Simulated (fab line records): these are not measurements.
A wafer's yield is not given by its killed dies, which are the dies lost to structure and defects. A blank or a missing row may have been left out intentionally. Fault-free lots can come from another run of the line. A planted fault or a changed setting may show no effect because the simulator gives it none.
A sampling plan put to the test ; flow sky130 ; 22 faults told of in these records, all on one fab line, each judged by the records of the lots it struck
What counts as the plan is the set of the line's own looks, namely the steps on the route at which a gauge or an inspection reads a wafer and does not change it. A look is open to judgement when struck wafers have a number at it and the file gives its usual mean and standard deviation on fault-free wafers. Caught: the struck wafers' mean, at a look after the fault's first step, is 4 or more of those standard deviations (sigma) away from the usual mean. On the tool: the test repeated on the tool's own readings taken at the fault's steps. If the struck wafers alone have a blank record, or they carry another recipe, that too counts as caught.

== THE FAULTS, as the simulator had put them in ==
1. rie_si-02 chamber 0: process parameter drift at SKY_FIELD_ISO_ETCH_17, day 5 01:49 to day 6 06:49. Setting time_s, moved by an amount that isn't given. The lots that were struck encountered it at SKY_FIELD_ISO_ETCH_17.
2. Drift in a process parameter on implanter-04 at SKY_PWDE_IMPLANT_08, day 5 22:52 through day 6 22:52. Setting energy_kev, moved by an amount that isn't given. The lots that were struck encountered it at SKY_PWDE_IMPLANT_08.
3. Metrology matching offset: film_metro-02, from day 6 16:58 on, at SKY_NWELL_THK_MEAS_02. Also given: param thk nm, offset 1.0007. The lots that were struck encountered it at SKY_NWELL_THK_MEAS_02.
4. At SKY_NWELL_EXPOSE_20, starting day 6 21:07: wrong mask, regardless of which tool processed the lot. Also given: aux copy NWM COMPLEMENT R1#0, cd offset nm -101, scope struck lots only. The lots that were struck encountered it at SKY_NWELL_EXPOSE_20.
5. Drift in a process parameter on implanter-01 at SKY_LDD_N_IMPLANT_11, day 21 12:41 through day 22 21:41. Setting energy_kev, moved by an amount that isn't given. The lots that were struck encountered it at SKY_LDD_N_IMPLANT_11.
6. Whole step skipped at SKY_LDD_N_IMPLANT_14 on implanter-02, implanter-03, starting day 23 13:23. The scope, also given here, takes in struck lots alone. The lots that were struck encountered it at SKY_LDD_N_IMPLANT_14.
7. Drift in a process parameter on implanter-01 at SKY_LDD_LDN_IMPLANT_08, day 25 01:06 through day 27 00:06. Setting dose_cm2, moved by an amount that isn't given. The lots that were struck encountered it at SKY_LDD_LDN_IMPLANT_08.
8. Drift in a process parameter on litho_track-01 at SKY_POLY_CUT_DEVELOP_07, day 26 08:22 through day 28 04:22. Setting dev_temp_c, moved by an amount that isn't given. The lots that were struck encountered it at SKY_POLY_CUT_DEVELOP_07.
9. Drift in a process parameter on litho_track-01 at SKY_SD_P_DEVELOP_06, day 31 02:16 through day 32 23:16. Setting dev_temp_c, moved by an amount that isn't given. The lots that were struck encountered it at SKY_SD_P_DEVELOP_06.
10. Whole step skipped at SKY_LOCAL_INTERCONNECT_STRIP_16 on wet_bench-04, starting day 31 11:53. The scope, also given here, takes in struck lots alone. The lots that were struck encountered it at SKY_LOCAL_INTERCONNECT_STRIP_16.
11. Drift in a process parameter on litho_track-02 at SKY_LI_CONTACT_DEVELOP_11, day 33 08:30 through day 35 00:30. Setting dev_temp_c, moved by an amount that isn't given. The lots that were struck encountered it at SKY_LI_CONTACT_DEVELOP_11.
12. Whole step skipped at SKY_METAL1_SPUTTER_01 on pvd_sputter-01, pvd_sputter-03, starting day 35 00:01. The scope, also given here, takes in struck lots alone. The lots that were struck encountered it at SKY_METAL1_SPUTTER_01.
13. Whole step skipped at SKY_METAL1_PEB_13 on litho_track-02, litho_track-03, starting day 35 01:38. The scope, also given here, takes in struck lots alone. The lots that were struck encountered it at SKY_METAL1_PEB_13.
14. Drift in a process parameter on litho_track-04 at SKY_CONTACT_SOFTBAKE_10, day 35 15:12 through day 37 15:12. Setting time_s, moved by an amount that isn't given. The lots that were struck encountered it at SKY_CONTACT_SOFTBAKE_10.
15. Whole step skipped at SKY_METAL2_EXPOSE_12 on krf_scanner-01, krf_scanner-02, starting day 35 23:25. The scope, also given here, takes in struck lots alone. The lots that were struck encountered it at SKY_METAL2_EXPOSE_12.
16. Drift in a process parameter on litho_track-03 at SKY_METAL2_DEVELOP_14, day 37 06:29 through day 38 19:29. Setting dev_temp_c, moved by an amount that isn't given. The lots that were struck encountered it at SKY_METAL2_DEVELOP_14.
17. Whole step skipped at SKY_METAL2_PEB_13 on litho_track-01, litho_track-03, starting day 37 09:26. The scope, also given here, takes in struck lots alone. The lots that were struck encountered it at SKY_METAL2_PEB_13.
18. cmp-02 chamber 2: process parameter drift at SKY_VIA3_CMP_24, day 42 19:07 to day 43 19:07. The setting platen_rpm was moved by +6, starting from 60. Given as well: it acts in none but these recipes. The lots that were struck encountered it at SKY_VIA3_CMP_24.
19. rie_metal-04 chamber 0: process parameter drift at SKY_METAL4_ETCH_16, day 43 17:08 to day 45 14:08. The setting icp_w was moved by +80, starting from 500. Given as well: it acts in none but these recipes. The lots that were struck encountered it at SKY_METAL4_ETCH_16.
20. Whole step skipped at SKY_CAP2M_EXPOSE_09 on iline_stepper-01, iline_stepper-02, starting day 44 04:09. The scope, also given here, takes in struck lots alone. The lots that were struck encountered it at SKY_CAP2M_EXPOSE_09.
21. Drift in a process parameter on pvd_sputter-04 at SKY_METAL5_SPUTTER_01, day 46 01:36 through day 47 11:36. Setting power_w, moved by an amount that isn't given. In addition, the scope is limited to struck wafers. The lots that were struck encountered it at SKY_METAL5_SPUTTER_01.
22. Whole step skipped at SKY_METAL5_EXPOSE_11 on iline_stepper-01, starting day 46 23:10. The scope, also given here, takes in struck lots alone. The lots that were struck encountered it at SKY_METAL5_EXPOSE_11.

== WHAT THE PLAN SAW ==
fault;on the tool itself;first look that catches it;reading, sigma;median hours from its first step to that look;hours from the fault's start to the first struck lot there;judged looks passed uncaught
1;run_length_s +21 sigma;not the one look that can be judged after it;-;-;-;1
2;beam_energy_keV +99 or beyond sigma;not the one look that can be judged after it;-;-;-;1
3;NWELL_OXIDATION_THK +4.6 sigma;not the one look that can be judged after it;-;-;-;1
4;no reading that can be judged;not the one look that can be judged after it;-;-;-;1
5;beam_energy_keV +65 sigma;no look after it can be judged;-;-;-;0
6;the tool's record is blank for the struck wafers;not the one look that can be judged after it;-;-;-;1
7;dose_ions_cm2 -99 or beyond sigma;no look after it can be judged;-;-;-;0
8;developer_temp_C +8.5 sigma;no look after it can be judged;-;-;-;0
9;developer_temp_C +7.4 sigma;no look after it can be judged;-;-;-;0
10;the tool's record is blank for the struck wafers;no look after it can be judged;-;-;-;0
11;developer_temp_C +22 sigma;no look after it can be judged;-;-;-;0
12;the tool's record is blank for the struck wafers;not the one look that can be judged after it;-;-;-;1
13;no reading that can be judged;no look after it can be judged;-;-;-;0
14;run_length_s -77 sigma;not the one look that can be judged after it;-;-;-;1
15;no reading that can be judged;no look after it can be judged;-;-;-;0
16;developer_temp_C +8.8 sigma;not the one look that can be judged after it;-;-;-;1
17;no reading that can be judged;no look after it can be judged;-;-;-;0
18;platen_rpm +99 or beyond sigma;no look after it can be judged;-;-;-;0
19;rf_fwd_power_W +52 sigma;no look after it can be judged;-;-;-;0
20;no reading that can be judged;no look after it can be judged;-;-;-;0
21;cathode_dc_power_W -99 or beyond sigma;no look after it can be judged;-;-;-;0
22;no reading that can be judged;no look after it can be judged;-;-;-;0
A dash: the fault is not caught, or the number is missing from these records.

Caught at a look: 0 of 22. Caught on the tool: 16 of 22. By one or the other: 16 of 22.
Caught on the tool alone: faults 1, 2, 3, 5, 6, 7, 8, 9, 10, 11, 12, 14, 16, 18, 19, 21.
Caught by neither: faults 4, 13, 15, 17, 20, 22.
